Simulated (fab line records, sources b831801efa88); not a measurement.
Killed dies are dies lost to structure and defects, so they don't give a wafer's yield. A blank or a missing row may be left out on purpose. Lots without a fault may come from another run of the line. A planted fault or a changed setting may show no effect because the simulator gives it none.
Chamber matching | flow gf180mcu | GF_PASSIVATION_ETCH_11 on rie_diel-01: 4 sister chambers
The step etches the open film in CF4/O2, stops on TiN, target depth 1800 nm, time 400 s. 8 wafers are shown with their chamber, then 10 later ones without.

WAFERS WITH THEIR CHAMBER
wafer  | chamber | throttle_valve_pct (%) | oes_product_au (a.u.)
L076.5 | 0       | 5.957                  | 0.975
L084.4 | 2       | 5.954                  | 0.961
L085.3 | 2       | 5.964                  | 0.962
L087.1 | 0       | 5.952                  | 0.964
L087.2 | 1       | 5.956                  | 0.958
L087.3 | 3       | 5.945                  | 0.952
L092.2 | 3       | 5.959                  | 0.949
L092.5 | 1       | 5.974                  | 0.966

WAFERS WITHOUT THEIR CHAMBER
wafer  | throttle_valve_pct (%) | oes_product_au (a.u.)
L092.6 | 5.961                  | 0.972
L093.1 | 5.973                  | 0.944
L093.2 | 5.950                  | 0.963
L093.5 | 5.974                  | 0.970
L095.2 | 5.961                  | 0.949
L095.3 | 5.973                  | 0.961
L095.5 | 5.961                  | 0.965
L097.1 | 5.956                  | 0.967
L097.2 | 5.957                  | 0.952
L097.6 | 5.968                  | 0.971

WHICH CHAMBER EACH WENT THROUGH
wafer  | from the rows above               | in truth
L092.6 | can't be placed: 0 or 1 or 2      | 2
L093.1 | can't be placed: 3 or 1 or 2      | 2
L093.2 | can't be placed: 2 or 0 or 1 or 3 | 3
L093.5 | can't be placed: 1 or 0 or 2      | 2
L095.2 | can't be placed: 3 or 2 or 1      | 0
L095.3 | can't be placed: 1 or 2 or 0      | 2
L095.5 | can't be placed: 2 or 1 or 0      | 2
L097.1 | can't be placed: 0 or 2 or 1      | 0
L097.2 | can't be placed: 3 or 2 or 1      | 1
L097.6 | can't be placed: 0 or 1 or 2      | 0
Placed correctly: 0 of 10. Can't be placed from these rows: 10 (the true chamber is among the candidates in 9). Placed wrongly: 0.
How it was worked out, from the rows above alone: a wafer's distance from a chamber is the root of the sum, over the readings, of the square of ((its reading less the chamber's mean) divided by the reading's scatter). The wafer belongs to the nearest chamber; if the next one is less than 2 further off, it can't be placed. A chamber's mean is the mean of its shown wafers. The scatter: the root of (the sum of the squares of (reading less its chamber's mean) over the shown wafers, divided by (wafers less chambers)).
